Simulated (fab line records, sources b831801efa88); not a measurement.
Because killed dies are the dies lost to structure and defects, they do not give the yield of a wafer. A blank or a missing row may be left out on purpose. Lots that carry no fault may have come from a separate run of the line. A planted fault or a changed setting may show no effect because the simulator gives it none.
Split-lot trial + flow sfq_line + route with 325 steps; 5 lots, 23 wafers read

## THE SPLIT ITSELF
At SFQ_TRILAYER_L0_VIA_LITHO_COAT_018 (resist thk 62 nm), the setting resist_thk_nm was moved away from the recipe's 62 nm on 7 of the 23 wafers read, by -1.5% to +5.5%. The other wafers ran this setting at the recipe's value.

## FROM THE SPLIT TO THE READING: what the file shows between them, 3 steps
- SFQ_TRILAYER_L0_VIA_LITHO_COAT_013: resist thk 650 nm
- SFQ_TRILAYER_L0_VIA_LITHO_SOFTBAKE_017
- SFQ_TRILAYER_L0_VIA_LITHO_DEVELOP_015: time 60 s

## THE READING
oes_product_au, in a.u., at SFQ_TRILAYER_L0_VIA_BARC_OPEN_VIA_ETCH_021 (etches BARC in O2, target depth 125 nm, time 43.58 s). A value of 0.679 a.u. with a standard deviation of 0.0041 a.u. is what fault-free wafers of this fab line usually give.

| wafer  | tool, chamber at the split | resist_thk_nm as run, nm | against the recipe | oes_product_au, a.u. | against lot-mates on the recipe |
|--------|----------------------------|--------------------------|--------------------|----------------------|---------------------------------|
| L074.1 | litho_track-03, 0          | 62                       | recipe             | 0.677                | -                               |
| L074.4 | litho_track-03, 0          | 62                       | recipe             | 0.687                | -                               |
| L074.6 | litho_track-03, 0          | 62                       | recipe             | 0.680                | -                               |
| L077.1 | litho_track-03, 0          | 64.65                    | +4.3%              | 0.698                | +0.017                          |
| L077.2 | litho_track-03, 0          | 62                       | recipe             | 0.681                | -                               |
| L077.4 | litho_track-03, 0          | 64.65                    | +4.3%              | 0.695                | +0.014                          |
| L077.5 | litho_track-03, 0          | 62                       | recipe             | 0.681                | -                               |
| L077.6 | litho_track-03, 0          | 62                       | recipe             | 0.680                | -                               |
| L080.1 | litho_track-02, 0          | 62                       | recipe             | 0.679                | -                               |
| L080.2 | litho_track-02, 0          | 62                       | recipe             | 0.678                | -                               |
| L080.3 | litho_track-02, 0          | 62                       | recipe             | 0.677                | -                               |
| L080.5 | litho_track-02, 0          | 62                       | recipe             | 0.667                | -                               |
| L080.6 | litho_track-02, 0          | 62                       | recipe             | 0.682                | -                               |
| L081.2 | litho_track-03, 0          | 62                       | recipe             | 0.682                | -                               |
| L081.3 | litho_track-03, 0          | 62                       | recipe             | 0.681                | -                               |
| L081.4 | litho_track-03, 0          | 62                       | recipe             | 0.680                | -                               |
| L081.5 | litho_track-03, 0          | 61.05                    | -1.5%              | 0.675                | -0.006                          |
| L081.6 | litho_track-03, 0          | 61.05                    | -1.5%              | 0.681                | +0.000                          |
| L083.1 | litho_track-02, 0          | 62                       | recipe             | 0.670                | -                               |
| L083.2 | litho_track-02, 0          | 65.4                     | +5.5%              | 0.695                | +0.025                          |
| L083.3 | litho_track-02, 0          | 62                       | recipe             | 0.670                | -                               |
| L083.4 | litho_track-02, 0          | 65.4                     | +5.5%              | 0.698                | +0.028                          |
| L083.6 | litho_track-02, 0          | 65.4                     | +5.5%              | 0.697                | +0.027                          |

THE FIT
A straight line over all 23 wafers: oes_product_au changes by +0.00337 a.u. for each +1% of resist_thk_nm; r = +0.85; the points scatter about the line by 0.0049 a.u.
The same after taking each lot's own level away (the mean of its wafers on the recipe; 23 wafers): +0.00437 a.u. for each +1%; r = +0.94; scatter 0.0036 a.u.
Per that fit: largest resist_thk_nm move, reading shift of 0.024 a.u.
From 0.6700 to 0.6813 a.u.: that is the span of the lots' own levels, equal to 2.8 times the standard deviation above.
So the slope is not independent of the lot-to-lot level: the two fits are not the same.
Check: for one of the wafers moved furthest among these (+5.5%), held out of the fit, the line's prediction against its lot-mates is +0.0242 a.u. Against them it came out at +0.025 a.u.

## THE WHOLE CHAIN: every reading that the file lists as answering this split, in the file's order
| step                                       | what it does                                         | reading                                                                                        | change (the file's fit)                  | r (the file's) |
|--------------------------------------------|------------------------------------------------------|------------------------------------------------------------------------------------------------|------------------------------------------|----------------|
| SFQ_TRILAYER_L0_VIA_LITHO_COAT_018         | resist thk 62 nm                                     | BARC_of_TRILAYER_L0_VIA_LITHO_COAT_018.thk_nm (the simulator's own value, which no gauge read) | +0.625 nm for each +1% of the setting    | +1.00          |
| SFQ_TRILAYER_L0_VIA_BARC_OPEN_VIA_ETCH_021 | etches BARC in O2, target depth 125 nm, time 43.58 s | oes_product_au                                                                                 | +0.0043 a.u. for each +1% of the setting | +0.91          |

## THE FILE'S OWN FIT
oes_product_au changes by +0.0043 a.u. for each +1% of resist_thk_nm, r = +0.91.
